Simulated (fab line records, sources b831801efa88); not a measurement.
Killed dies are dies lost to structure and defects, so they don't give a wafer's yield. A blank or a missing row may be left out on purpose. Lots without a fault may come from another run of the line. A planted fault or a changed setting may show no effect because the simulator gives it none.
A struck lot beside a sound one | flow sky130 | 15 steps out of a route of 708
Sound: wafers L856.1, L856.2, L856.6. Struck: wafers L847.3, L847.4, L847.5. The cause comes at the end.
At each step with rows: each side's tool, then ch and its chambers, then its first start. Under that, the readings that differ: sound wafers | struck wafers | difference of the means | sigmas: that difference in standard deviations of wafers without a fault.
alike: readings whose means differ by less than 2 such deviations, and words and numbers that are the same on both sides. not compared: withheld readings, readings that some wafer has no value for, bounds like >300 that may hide the same value, and numbers for which the record gives no deviation and whose values overlap.
The two part at a step that has a row with sigmas, a row that says differs or no value, or rows on one side only. Numbers that don't overlap but have no deviation are shown without sigmas and don't part them. A reading that every wafer of one side lacks parts them only if that side has two wafers or more.

SKY_VIA4_THK_MEAS_01:
  sound on film_metro-01, day 46 21:14; struck on film_metro-04, day 44 17:41
  alike: VIA4_HDPCVD_THK
SKY_VIA4_CMP_02: polishes SiO2.
  sound on cmp-02 ch 1,2, day 46 21:17; struck on cmp-02 ch 1,2,3, day 44 17:46
  alike: motor_current_A, platen_rpm, slurry_filter_dp_kPa
SKY_VIA4_BOW_MEAS_03:
  sound on film_metro-02, day 46 21:35; struck on film_metro-02, day 44 18:04
  alike: VIA4_BOW
then, 7 steps without rows for these wafers: SKY_VIA4_DEHYDRATE_04 (time 60 s); SKY_VIA4_HMDS_05 (prime time 60 s); SKY_VIA4_COAT_06 (resist thk 1140 nm); SKY_VIA4_SOFTBAKE_07 (time 60 s); SKY_VIA4_EXPOSE_08 (exposes mask VIM4, target cd 800 nm); SKY_VIA4_PEB_09; SKY_VIA4_DEVELOP_10 (develop time 60 s).
SKY_VIA4_OVL_MEAS_11:
  sound on overlay-02, day 47 17:41; struck on overlay-02, day 45 14:55
  alike: VIA4_OVL
SKY_VIA4_ETCH_12: etches SiO2 in C4F8/O2/Ar, stops on TiN, target depth 580 nm.
  sound on rie_diel-03 ch 0,1,2, day 47 17:43; struck on rie_diel-01 ch 0,1,3, day 45 14:56
  alike: chamber_pressure_mTorr, oes_product_au
SKY_VIA4_STRIP_13: strips in O2/N2.
  sound on plasma_asher-04 ch 0,1, day 47 17:47; struck on plasma_asher-02 ch 0,1, day 45 15:02
  no value came back on the struck wafers for chamber_pressure_mTorr (mTorr), drypump_motor_current_A (A), oes_product_au (a.u.), strip_time_to_endpoint_s (s); on the sound wafers chamber_pressure_mTorr (mTorr) reads 1500.0 1500.8 1498.3
  reading                                   | sound | struck         | difference | sigmas
  model.NOVOLAK_of_VIA4_COAT_06.thk_nm (nm) | 0 0 0 | 1013 1009 1006 | +1009      |
  not compared: rf_hours_counter_h
then, 1 step without rows for these wafers: SKY_VIA4_STRIP_14 (strips in post etch residue remover, time 1200 s).
-- the record jumps here: 3 days lie between the struck wafers' starts before and after (it left off in module VIA4 and takes up again in module PAD_OPEN, whose first step shown is number 708 of the route) --
SKY_PAD_OPEN_PROBE_99:
  the record has rows for the struck wafers here (prober-02, day 48 09:02) and none for the sound ones

WHERE THEY PART
First at SKY_VIA4_STRIP_13; last, within this record, at SKY_PAD_OPEN_PROBE_99.

WHY: what the simulator had put in
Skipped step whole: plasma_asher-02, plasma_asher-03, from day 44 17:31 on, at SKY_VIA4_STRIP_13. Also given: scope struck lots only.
